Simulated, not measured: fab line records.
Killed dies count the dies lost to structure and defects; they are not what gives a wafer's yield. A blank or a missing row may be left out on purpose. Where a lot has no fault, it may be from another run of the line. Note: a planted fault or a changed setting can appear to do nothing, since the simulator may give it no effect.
What tool caused it? | flow gf180mcu | 11 lots with 33 wafers sampled at 5 steps, on a route of 602 steps

WHAT THE GAUGES SHOWED, per wafer
GF_V5_CD_MEAS_14: target cd 260 nm.
lot  | measured     | on        | cd-nm (nm)
L696 | day 27 06:01 | cd-sem-01 | 259.7 260.2 260.3
L698 | day 27 21:04 | cd-sem-01 | 258.7 258.7 258.9
L703 | day 29 14:47 | cd-sem-02 | 258.9 260.0 258.4
L706 | day 30 09:50 | cd-sem-02 | 261.3 260.2 260.9
L707 | day 30 16:34 | cd-sem-02 | 265.8 265.1 265.5 265.3 265.1 265.5
L710 | day 31 09:39 | cd-sem-01 | 262.3 261.7 262.5
L713 | day 32 03:41 | cd-sem-02 | 266.3 266.3 265.5 266.3 266.5 265.9
L714 | day 32 08:14 | cd-sem-02 | 261.1 261.7 261.2
L715 | day 32 20:24 | cd-sem-01 | 261.6 260.7 260.8
L717 | day 33 03:40 | cd-sem-01 | 259.7 259.1 257.6
L719 | day 33 14:55 | cd-sem-02 | 258.3 259.6 258.5

GF_TOP_METAL_RS_MEAS_05: measures by four-point-probe.
lot  | measured     | on            | TOP_METAL_ALCU_RS (ohm/sq)
L696 | day 27 07:49 | film-metro-02 | 0.0330 0.0325 0.0332
L698 | day 27 22:49 | film-metro-02 | 0.0330 0.0328 0.0326
L703 | day 29 16:34 | film-metro-02 | 0.0317 0.0323 0.0320
L706 | day 30 11:36 | film-metro-03 | 0.0321 0.0323 0.0322
L707 | day 30 21:24 | film-metro-01 | 0.0323 0.0328 0.0327
L710 | day 31 11:33 | film-metro-02 | 0.0325 0.0333 0.0323
L713 | day 32 08:52 | film-metro-01 | 0.0320 0.0331 0.0322
L714 | day 32 10:07 | film-metro-02 | 0.0317 0.0316 0.0319
L715 | day 32 22:16 | film-metro-02 | 0.0327 0.0325 0.0326
L717 | day 33 05:46 | film-metro-03 | 0.0328 0.0322 0.0328
L719 | day 33 16:40 | film-metro-03 | 0.0328 0.0336 0.0329

EACH LOT AND THE TOOL THAT RAN IT (in order: tool; ch and the chambers of the sampled wafers; start)
lot  | GF_M5_ETCH_09                      | GF_M5_METAL_ETCH_10               | GF_V5_PEB_12
L696 | rie-diel-04 ch 0,3, day 26 08:12   | rie-metal-02 ch 0,1, day 26 08:13 | litho-track-01 ch 0, day 27 05:41
L698 | rie-diel-03 ch 0,1,3, day 26 23:24 | rie-metal-02 ch 0,1, day 26 23:28 | litho-track-01 ch 0, day 27 20:45
L703 | rie-diel-03 ch 2,3, day 28 17:34   | rie-metal-04 ch 0,1, day 28 17:38 | litho-track-03 ch 0, day 29 14:28
L706 | rie-diel-02 ch 0,2, day 29 14:03   | rie-metal-01 ch 0,1, day 29 14:04 | litho-track-02 ch 0, day 30 09:29
L707 | rie-diel-02 ch 0,1,3, day 29 20:24 | rie-metal-01 ch 0,1, day 29 20:26 | litho-track-01 ch 0, day 30 16:14
L710 | rie-diel-02 ch 1,3, day 30 15:11   | rie-metal-01 ch 0,1, day 30 15:12 | litho-track-03 ch 0, day 31 09:18
L713 | rie-diel-02 ch 0,1,2, day 31 09:17 | rie-metal-01 ch 0,1, day 31 09:20 | litho-track-01 ch 0, day 32 03:22
L714 | rie-diel-02 ch 0,1, day 31 13:54   | rie-metal-01 ch 1, day 31 13:56   | litho-track-02 ch 0, day 32 07:53
L715 | rie-diel-02 ch 2,3, day 32 02:44   | rie-metal-02 ch 0,1, day 32 02:45 | litho-track-03 ch 0, day 32 20:03
L717 | rie-diel-03 ch 0,2,3, day 32 10:02 | rie-metal-01 ch 0,1, day 32 10:03 | litho-track-02 ch 0, day 33 03:19
L719 | rie-diel-04 ch 0,2,3, day 32 22:06 | rie-metal-02 ch 0,1, day 32 22:08 | litho-track-02 ch 0, day 33 14:34
- GF_M5_ETCH_09: etches Si3N4 in CF4/O2, target depth 52 nm, time 11.6 s.
- GF_M5_METAL_ETCH_10: etches the open film in Cl2/BCl3, stops on SiO2, target depth 750.8 nm, time 125.1 s.
- GF_V5_PEB_12: peb time 90 s.

WHAT THE TOOLS THEMSELVES READ (means of the sampled wafers that have a number; where no wafer has one, the mark that the record gives instead)
GF_M5_ETCH_09.
lot  | tool        | drypump-motor-current-A (A) | oes-product-au (a.u.) | throttle-valve-pct (%)
L696 | rie-diel-04 | 5.5                         | 0.995                 | 5.977
L698 | rie-diel-03 | 5.4                         | 0.988                 | 5.976
L703 | rie-diel-03 | 5.0                         | 1.002                 | 5.970
L706 | rie-diel-02 | 5.2                         | 0.996                 | 5.971
L707 | rie-diel-02 | 5.4                         | 1.000                 | 5.979
L710 | rie-diel-02 | 5.6                         | 1.007                 | 5.979
L713 | rie-diel-02 | 5.4                         | 1.005                 | 5.976
L714 | rie-diel-02 | 5.6                         | 1.004                 | 5.962
L715 | rie-diel-02 | 5.2                         | 0.998                 | 5.972
L717 | rie-diel-03 | 5.2                         | 1.008                 | 5.969
L719 | rie-diel-04 | 5.9                         | 1.003                 | 5.976

GF_M5_METAL_ETCH_10.
lot  | tool         | drypump-motor-current-A (A) | oes-product-au (a.u.) | throttle-valve-pct (%)
L696 | rie-metal-02 | 5.8                         | 0.999                 | 28.215
L698 | rie-metal-02 | 5.8                         | 0.994                 | 28.233
L703 | rie-metal-04 | 5.9                         | 0.994                 | 28.230
L706 | rie-metal-01 | 5.3                         | 0.988                 | 28.226
L707 | rie-metal-01 | 5.3                         | 0.994                 | 28.216
L710 | rie-metal-01 | 5.2                         | 0.995                 | 28.222
L713 | rie-metal-01 | 5.3                         | 0.995                 | 28.231
L714 | rie-metal-01 | 5.4                         | 0.992                 | 28.223
L715 | rie-metal-02 | 5.8                         | 0.990                 | 28.227
L717 | rie-metal-01 | 5.3                         | 0.992                 | 28.231
L719 | rie-metal-02 | 5.8                         | 0.992                 | 28.238

GF_V5_PEB_12.
lot  | tool           | chill-plate-temp-C (C) | heater-power-total-W (W) | plate-temp-C (C)
L696 | litho-track-01 | 22.99                  | 85.74                    | 135.04
L698 | litho-track-01 | 22.89                  | 85.78                    | 135.08
L703 | litho-track-03 | 22.96                  | 85.73                    | 134.87
L706 | litho-track-02 | 22.99                  | 85.69                    | 134.99
L707 | litho-track-01 | 23.00                  | 87.50                    | 137.22
L710 | litho-track-03 | 23.05                  | 85.67                    | 134.74
L713 | litho-track-01 | 22.94                  | 87.44                    | 137.02
L714 | litho-track-02 | 23.18                  | 85.70                    | 134.91
L715 | litho-track-03 | 22.99                  | 85.71                    | 134.98
L717 | litho-track-02 | 23.14                  | 85.67                    | 134.96
L719 | litho-track-02 | 22.98                  | 85.77                    | 134.83

THE ANSWER, worked out from the rows above alone
Rule: what is usual is taken from the lots themselves. Put in order of their means at a reading, lots are off if they are a third of the lots or fewer, leave a main group of 4 or more, and stand apart from it by a gap of 3 or more times the standard deviation of the main group's means; of several such gaps the widest counts. A main group whose means are all the same, to the digits that the tables above print for the reading, isn't used. A lot without any number at a reading at which 4 lots or more have one is off too. Any other lot the step has rows for is counted as sound. The gauges are gone through in route order, then the tools' own readings, and for those a lot's mean is taken as printed above. The first step at which some lot is off is used, and at that step the reading that is off furthest; a lot without a number counts as furthest.
Off, at GF_V5_PEB_12 on heater-power-total-W: L707, L713. The main group: mean 85.72 W, standard deviation 0.038.
If a tool, at that step or one of the process steps before it, ran each lot that is off and ran no sound lot following the first of them, it fits. One candidate fits, namely litho-track-01 at GF_V5_PEB_12. A fault onset in the window from L698 (day 27 20:45, its last sound lot) to L707 (day 30 16:14, its first lot off) fits.
The tool's own readings at GF_V5_PEB_12 bear it out: on the lots that are off they differ by more than 5 times the standard deviation of the sound lots' means. heater-power-total-W reads 87.47 W there against 85.72 W on the sound lots; plate-temp-C reads 137.12 C there against 134.93 C on the sound lots.

WHAT WAS PUT IN BY THE SIMULATOR
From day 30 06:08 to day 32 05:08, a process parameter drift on litho-track-01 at GF_V5_PEB_12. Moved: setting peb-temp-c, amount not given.
Lots struck among those shown: L707, L713. The rule above found the same.
